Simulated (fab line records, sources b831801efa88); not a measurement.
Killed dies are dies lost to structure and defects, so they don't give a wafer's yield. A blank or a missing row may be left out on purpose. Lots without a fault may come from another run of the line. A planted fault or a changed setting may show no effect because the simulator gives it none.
A struck lot beside a sound one | flow sky130 | 43 steps out of a route of 708
Sound: wafers L184.2, L184.3, L184.6. Struck: wafers L190.2, L190.3, L190.4. The cause comes at the end.
At each step with rows: each side's tool, then ch and its chambers, then its first start. Under that, the readings that differ: sound wafers | struck wafers | difference of the means | sigmas: that difference in standard deviations of wafers without a fault.
alike: readings whose means differ by less than 2 such deviations, and words and numbers that are the same on both sides. not compared: withheld readings, readings that some wafer has no value for, bounds like >300 that may hide the same value, and numbers for which the record gives no deviation and whose values overlap.
The two part at a step that has a row with sigmas, a row that says differs or no value, or rows on one side only. Numbers that don't overlap but have no deviation are shown without sigmas and don't part them. A reading that every wafer of one side lacks parts them only if that side has two wafers or more.

first, 6 steps without rows for these wafers: SKY_VIA4_HMDS_05 (prime time 60 s); SKY_VIA4_COAT_06 (resist thk 1140 nm); SKY_VIA4_SOFTBAKE_07 (time 60 s); SKY_VIA4_EXPOSE_08 (exposes mask VIM4, target cd 800 nm); SKY_VIA4_PEB_09; SKY_VIA4_DEVELOP_10 (develop time 60 s).
SKY_VIA4_OVL_MEAS_11:
  sound on overlay-02, day 44 18:51; struck on overlay-01, day 47 01:55
  reading       | sound          | struck      | difference | sigmas
  VIA4_OVL (nm) | -1.5 -3.2 -0.9 | 1.1 0.7 3.0 | +3.5       | +2
then, 1 step without rows for these wafers: SKY_VIA4_ETCH_12 (etches SiO2 in C4F8/O2/Ar, stops on TiN, target depth 580 nm).
SKY_VIA4_STRIP_13: strips in O2/N2.
  sound on plasma_asher-04 ch 0,1, day 44 18:58; struck on plasma_asher-03 ch 0,1, day 47 02:01
  alike: drypump_motor_current_A, oes_product_au, strip_time_to_endpoint_s
  not compared: rf_hours_counter_h
then, 3 steps without rows for these wafers: SKY_VIA4_STRIP_14 (strips in post etch residue remover, time 1200 s); SKY_VIA4_CLEAN_15 (cleans in IPA, time 180 s); SKY_VIA4_CLEAN_16 (cleans in O3/DIW).
SKY_VIA4_SPUTTER_17: material TiN, target thk 20 nm, time 80 s.
  sound on pvd_sputter-03, day 44 19:33; struck on pvd_sputter-03, day 47 02:36
  alike: throttle_valve_pct
SKY_VIA4_CVD_18: deposits W, target thk 505 nm, time 152.14 s.
  sound on cvd_w-02 ch 0, day 44 19:37; struck on cvd_w-02 ch 0,1, day 47 02:40
  alike: heater_power_w
SKY_VIA4_RS_MEAS_19: measures by four-point-probe.
  sound on film_metro-03, day 44 19:48; struck on film_metro-02, day 47 02:50
  alike: VIA4_W_RS
SKY_VIA4_THK_MEAS_20: measures by xrf.
  sound on film_metro-03, day 44 19:55; struck on film_metro-02, day 47 02:56
  alike: VIA4_W_THK
then, 1 step without rows for these wafers: SKY_VIA4_CMP_21 (polishes, stops on SiO2, t overpolish 25 s, target thk 0 nm).
SKY_METAL5_SPUTTER_00: material Ti, target thk 15 nm, time 10 s.
  sound on pvd_sputter-02, day 44 20:16; struck on pvd_sputter-01, day 47 03:17
  alike: throttle_valve_pct
then, 1 step without rows for these wafers: SKY_METAL5_SPUTTER_01 (material TiN, target thk 20 nm, time 16.7 s).
SKY_METAL5_SPUTTER_02: material AlCu, target thk 1150 nm, time 61.2 s.
  sound on pvd_sputter-02, day 44 20:18; struck on pvd_sputter-01, day 47 03:20
  alike: throttle_valve_pct
then, 2 steps without rows for these wafers: SKY_METAL5_SPUTTER_03 (material Ti, target thk 5 nm, time 3.3 s); SKY_METAL5_SPUTTER_04 (material TiN, target thk 70 nm, time 58.3 s).
SKY_METAL5_RS_MEAS_05: measures by four-point-probe.
  sound on film_metro-01, day 44 20:26; struck on film_metro-01, day 47 03:29
  alike: METAL5_ALCU_RS
SKY_METAL5_THK_MEAS_06: measures by xrf.
  sound on film_metro-01, day 44 20:33; struck on film_metro-01, day 47 03:35
  alike: METAL5_ALCU_THK
then, 13 steps without rows for these wafers: SKY_METAL5_DEHYDRATE_07 (time 60 s); SKY_METAL5_HMDS_08 (prime time 60 s); SKY_METAL5_COAT_09 (resist thk 1800 nm); SKY_METAL5_SOFTBAKE_10 (time 60 s); SKY_METAL5_EXPOSE_11 (exposes mask MM5, target cd 1600 nm); SKY_METAL5_PEB_12; SKY_METAL5_DEVELOP_13 (develop time 60 s); SKY_METAL5_DESCUM_14 (chemistry O2, time 11 s); SKY_METAL5_METAL_ETCH_15 (etches the open film in Cl2/BCl3, stops on SiO2, target depth 1260 nm, time 252 s); SKY_METAL5_STRIP_16 (strips in O2/N2); SKY_METAL5_STRIP_17 (strips in post etch residue remover, time 1200 s); SKY_METAL5_CLEAN_18 (cleans in IPA, time 180 s); SKY_METAL5_CLEAN_19 (cleans in O3/DIW).
SKY_PASSIVATION_CVD_00: deposits SiO2, target thk 90 nm.
  sound on pecvd-04 ch 0,1,2, day 45 18:27; struck on pecvd-04 ch 0,1,2, day 48 00:25
  alike: heater_power_w
SKY_PASSIVATION_THK_MEAS_01:
  sound on film_metro-02, day 45 18:29; struck on film_metro-03, day 48 00:27
  alike: PASSIVATION_CVD_00_THK
then, 1 step without rows for these wafers: SKY_PASSIVATION_CVD_02 (deposits Si3N4, target thk 540 nm).
SKY_PASSIVATION_THK_MEAS_03:
  sound on film_metro-03, day 45 18:46; struck on film_metro-03, day 48 00:44
  alike: PASSIVATION_CVD_02_THK
then, 1 step without rows for these wafers: SKY_PASSIVATION_DEHYDRATE_04 (time 60 s).
SKY_PAD_OPEN_PROBE_99:
  sound on prober-02, day 47 13:45; struck on prober-02, day 49 15:20
  reading                               | sound             | struck            | difference | sigmas
  defect_limited_yield (%)              | 80.1 80.3 86.0    | 68.9 73.4 77.6    | -8.8       | -4
  killed_at_M4_up                       | 1 3 2             | 48 40 37          | +40        | +20
  killed_at_other                       | 0 0 0             | 0 2 1             | +1         | +2
  killed_dies                           | 98 97 69          | 153 131 110       | +43        | +4
  sort_bin_3_pad_short (%)              | 1.2 1.6 0.8       | 3.9 1.6 1.4       | +1.1       | +3
  sort_bin_5_function (%)               | 13.2 11.8 9.6     | 18.3 15.9 15.4    | +5.0       | +3
  sort_bin_6_memory (%)                 | 5.5 6.3 3.7       | 8.9 9.1 5.5       | +2.7       | +2
  sort_n_pass                           | 394 395 423       | 339 361 382       | -43        | -4
  sort_yield_pct (%)                    | 80.1 80.3 86.0    | 68.9 73.4 77.6    | -8.8       | -4
  model.etest.tester.sort_n_pass        | 394 395 423       | 339 361 382       | -43        |
  model.etest.tester.sort_yield_pct (%) | 80.08 80.28 85.98 | 68.9 73.37 77.64  | -8.8       |
  model.etest.tester.sort_bin_5_pct (%) | 13.21 11.79 9.553 | 18.29 15.85 15.45 | +5.01      |
  alike: killed_at_M0_to_M3, killed_at_contacts, killed_at_front_end, killed_open, killed_short
  not compared: model.etest.tester.sort_bin_3_pct

WHERE THEY PART
First at SKY_VIA4_OVL_MEAS_11; last, within this record, at SKY_PAD_OPEN_PROBE_99.

WHY: what the simulator had put in
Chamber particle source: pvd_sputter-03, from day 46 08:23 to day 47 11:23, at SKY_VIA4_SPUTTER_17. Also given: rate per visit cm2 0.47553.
